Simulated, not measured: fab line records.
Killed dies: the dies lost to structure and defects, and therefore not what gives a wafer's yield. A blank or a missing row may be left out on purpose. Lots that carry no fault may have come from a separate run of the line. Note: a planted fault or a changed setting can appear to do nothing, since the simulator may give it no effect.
A lot that was struck, set against a sound lot + flow gf180mcu + 15 out of 602 route steps
Sound: these wafers, L477.2, L477.4, L477.5. Struck: wafer L469.4. (L469.1, L469.3 of the same lot were not struck and are left out.) The cause comes at the end.
For every step that has rows: the tool of each side, followed by ch and its chambers, followed by its first start. Under that, the readings that differ: sound wafers + struck wafers + difference of the means + sigmas: that difference in standard deviations of wafers without a fault.
alike: readings with means less than 2 such deviations apart, plus words and numbers identical on both sides. not compared: withheld readings, readings lacking a value on some wafer, bounds such as >300 that could conceal the same value, and numbers that have no deviation in the record and whose values overlap.
The two part at a step that has a row with sigmas, a row that says differs or no value, or rows on one side only. Non-overlapping numbers with no deviation appear without sigmas and do not part them. Lack of a reading on every wafer of one side parts them only where that side has two or more wafers.

GF_MIM_STRIP_20: strips in O2/N2.
  sound on plasma_asher-01 ch 0,1, day 29 07:08; struck on plasma_asher-04 ch 0, day 27 04:57
| reading            | sound       | struck | difference | sigmas |
|--------------------|-------------|--------|------------|--------|
| heater_power_w (W) | 386 287 391 | 277    | -78        | -2     |
  alike: drypump_motor_current_A, o2_flow_sccm, oes_product_au, platen_temp_c, strip_time_to_endpoint_s
  not compared: rf_hours_counter_h
then, 9 steps without rows for these wafers: GF_MIM_STRIP_21 (strips in post etch residue remover, time 1200 s); GF_MIM_CLEAN_22 (cleans in DIW); GF_M5_DEHYDRATE_00 (time 60 s); GF_M5_HMDS_01 (prime time 60 s); GF_M5_COAT_02 (resist thk 1000 nm); GF_M5_SOFTBAKE_03 (time 60 s); GF_M5_EXPOSE_04 (exposes mask Metal5, target cd 280 nm); GF_M5_PEB_05 (peb time 90 s); GF_M5_DEVELOP_06 (develop time 60 s).
GF_M5_CD_MEAS_07: target cd 280 nm.
  struck on cd_sem-01, day 28 01:04; sound on cd_sem-02, day 30 02:23
  alike: cd_nm
GF_M5_OVL_MEAS_08:
  struck on overlay-01, day 28 01:11; sound on overlay-01, day 30 02:29
  alike: M5_OVL
GF_M5_ETCH_09: etches Si3N4 in CF4/O2, target depth 52 nm, time 11.6 s.
  sound on rie_diel-03 ch 0,1, day 30 02:31; struck on rie_diel-01 ch 1, day 28 01:13
| reading                  | sound            | struck | difference | sigmas |
|--------------------------|------------------|--------|------------|--------|
| model.etch.depth_nm (nm) | 51.92 53.72 53.7 | 47.95  | -5.16      |        |
  alike: drypump_motor_current_A, oes_product_au, throttle_valve_pct
  not compared: rf_hours_counter_h
GF_M5_METAL_ETCH_10: etches the open film in Cl2/BCl3, stops on SiO2, target depth 627.5 nm, time 104.6 s.
  sound on rie_metal-03 ch 0,1, day 30 02:32; struck on rie_metal-01 ch 1, day 28 01:14
  alike: drypump_motor_current_A, oes_product_au, throttle_valve_pct
  not compared: rf_hours_counter_h
then, 1 step without rows for these wafers: GF_PASSIVATION_PROBE_99.

== WHERE THEY PART ==
GF_MIM_STRIP_20 only, going by this record. Later steps at which nothing parts them and some readings are alike: GF_M5_CD_MEAS_07, GF_M5_OVL_MEAS_08, GF_M5_ETCH_09, GF_M5_METAL_ETCH_10.

WHY: what the simulator had put in
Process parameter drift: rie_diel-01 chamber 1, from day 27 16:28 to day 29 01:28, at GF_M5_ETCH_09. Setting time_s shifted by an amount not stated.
